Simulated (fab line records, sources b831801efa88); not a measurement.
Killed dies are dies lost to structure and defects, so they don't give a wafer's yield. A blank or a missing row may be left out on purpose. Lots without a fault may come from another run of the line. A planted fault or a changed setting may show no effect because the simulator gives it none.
Chamber matching | flow gf180mcu | GF_V5_CMP_04 on cmp-02: 4 sister chambers
The step polishes SiO2. 4 wafers are shown with their chamber, then 7 later ones without.

WAFERS WITH THEIR CHAMBER
wafer  | chamber | motor_current_A (A)
L467.5 | 0       | 10.2
L467.6 | 3       | 11.5
L469.1 | 1       | 12.3
L469.2 | 2       | 11.3

WAFERS WITHOUT THEIR CHAMBER
wafer  | motor_current_A (A)
L469.4 | 10.4
L470.1 | 11.7
L470.4 | 10.3
L470.5 | 10.5
L472.3 | 10.7
L472.4 | 12.0
L472.5 | 11.0

WHICH CHAMBER EACH WENT THROUGH
wafer  | from the rows above          | in truth
L469.4 | 0                            | 0
L470.1 | can't be placed: 3 or 2 or 1 | 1
L470.4 | 0                            | 0
L470.5 | can't be placed: 0 or 2      | 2
L472.3 | can't be placed: 0 or 2 or 3 | 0
L472.4 | can't be placed: 1 or 3 or 2 | 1
L472.5 | can't be placed: 2 or 3 or 0 | 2
Placed correctly: 2 of 7. Can't be placed from these rows: 5 (the true chamber is among the candidates in 5). Placed wrongly: 0.
How it was worked out, from the rows above alone: a wafer's distance from a chamber is the root of the sum, over the readings, of the square of ((its reading less the chamber's mean) divided by the reading's scatter). The wafer belongs to the nearest chamber; if the next one is less than 2 further off, it can't be placed. A chamber's mean is the mean of its shown wafers. The scatter: with one shown wafer a chamber, the root of the mean of the squares of how far each hidden wafer lies from its nearest shown one.
